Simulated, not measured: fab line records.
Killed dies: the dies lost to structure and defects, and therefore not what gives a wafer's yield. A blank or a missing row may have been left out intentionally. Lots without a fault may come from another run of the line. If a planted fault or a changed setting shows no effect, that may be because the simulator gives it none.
A single fault, viewed from 2 desks / flow gf180mcu / every desk sees just its own numbers, and what lay behind them comes last

## AT THE METROLOGY DESK
Lot by lot, what the gauges showed, no matter which tool ran the lot: averages of those sampled wafers that carry a number. The brackets show how far a lot's mean lies from the usual mean; more than 4 standard deviations puts the lot out of limits, marked OUT.
Columns: A = cdNm at GF_V5_CD_MEAS_14, usual 260.3 nm; B = V5_OVL at GF_V5_OVL_MEAS_15, usual -4 nm
lot=L421; first seen here=day 28 17:29; A=259.0; B=1
lot=L425; first seen here=day 30 00:59; A=258.8; B=-3
lot=L426; first seen here=day 30 14:20; A=261.4; B=-7
lot=L430; first seen here=day 31 06:13; A=259.6; B=-2
lot=L436; first seen here=day 32 21:17; A=258.2; B=-10
lot=L440; first seen here=day 33 17:18; A=259.6; B=-5
This desk's finding: nothing out of limits on any of the 6 lots.

## DESK OF THE TOOL OWNER: pvdSputter-02
The tool's own readings at GF_V5_SPUTTER_21 (material Ti, target thk 15 nm, time 80.02 s): means of the sampled wafers that have a number, for each lot that ran on this tool. The brackets show how far a lot's mean lies from the usual mean; more than 4 standard deviations puts the lot out of limits, marked OUT.
Columns: A = throttleValvePct at GF_V5_SPUTTER_21, usual 30.1 %
lot=L425; first seen here=day 30 01:50; A=28.7
lot=L426; first seen here=day 30 15:10; A=29.5
lot=L430; first seen here=day 31 07:01; A=29.6
This desk's finding: nothing out of limits on any of the 3 lots.

## BROUGHT TOGETHER
From the metrology desk's view, nothing was out of limits.
The tool owner's desk saw nothing out of limits.

## WHAT THE SIMULATOR HAD PUT IN
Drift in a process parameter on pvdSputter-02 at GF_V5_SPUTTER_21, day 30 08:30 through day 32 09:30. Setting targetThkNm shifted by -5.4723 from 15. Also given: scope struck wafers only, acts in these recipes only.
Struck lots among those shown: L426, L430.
